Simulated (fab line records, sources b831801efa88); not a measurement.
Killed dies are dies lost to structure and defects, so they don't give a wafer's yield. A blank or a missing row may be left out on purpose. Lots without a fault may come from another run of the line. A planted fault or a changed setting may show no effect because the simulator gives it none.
Problem report in the 8D (eight disciplines) form, filled by code | flow sky130 | the parts of the form that need people (team, actions taken, sign-off) are left out

1. THE PROBLEM
dose_ions_cm2 at SKY_LDD_LDN_IMPLANT_09 reads a mean of 5.1595e+12 on 6 wafers of 2 lots; wafers without a fault read 1.2502e+13 with a standard deviation of 1.3e+10. That is -99 or more standard deviations from the usual mean.
First seen on wafer L419.1, day 25 23:44, on implanter-01. The record holds 39 wafers of 13 lots with a number at this step. Rule for "out", or "out of limits": more than 4 standard deviations from the usual mean. The other wafers with a number count as sound.

2. WHAT IT IS AND WHAT IT IS NOT
question                    | is                                | is not
which readings at this step | dose_ions_cm2, faraday_current_uA | rotation_deg
which lots                  | L419, L421                        | L414, L415, L416, L425, L426, L428, L429, L430, L431, L433, L434
which wafers of those lots  | all that have a number            | -
read on which tools         | implanter-01                      | implanter-03, implanter-04
when                        | from day 25 23:44                 | up to then (9 sound wafers); but 24 sound wafers of L425, L426, L428, L429, L430, L431, L433, L434 came after

3. SUSPECTS, AND WHAT RULES EACH OUT
Counting: a tool at a process step up to the reading stays a suspect if it ran every lot that is out and no sound lot after the first of them.
- implanter-01 at SKY_LDD_LDN_IMPLANT_09: ruled out as a lasting fault. Sound lots L430, L431, L434 ran on it after its first lot that is out, L419 (day 25 23:44).
Left after counting: nothing in the record.

4. THE CAUSE (what the simulator had put in)
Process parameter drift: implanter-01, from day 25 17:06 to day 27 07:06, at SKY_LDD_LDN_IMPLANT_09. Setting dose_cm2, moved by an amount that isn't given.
Counting ruled it out, wrongly.

5. THE CHAIN OF EFFECTS, in route order
Each row: a reading whose mean over the struck wafers that have a number lies more than 3 standard deviations from the usual. Only readings for which the record gives a usual standard deviation are gone through. hours: the time from each lot's start at the first step in this table that gives one to its start at this step, as a median over the lots. sigmas: the change in usual standard deviations.
hours | step                   | reading            | usual      | on struck wafers | change      | sigmas
0     | SKY_LDD_LDN_IMPLANT_09 | dose_ions_cm2      | 1.2502e+13 | 5.1595e+12       | -7.3425e+12 | -99 or more
0     | SKY_LDD_LDN_IMPLANT_09 | faraday_current_uA | 70.6       | 29.1             | -41.5       | -30
The process steps in it:
- SKY_LDD_LDN_IMPLANT_09
Later measuring or inspecting steps at which every struck wafer that the step has a row for has a number for every such reading, and none has moved that far: SKY_POLY_CUT_CD_MEAS_08.

6. WHAT WOULD HAVE CAUGHT IT SOONER
In this record the first reading out of limits was taken at day 25 23:44, 7 hours after the fault began at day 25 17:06.
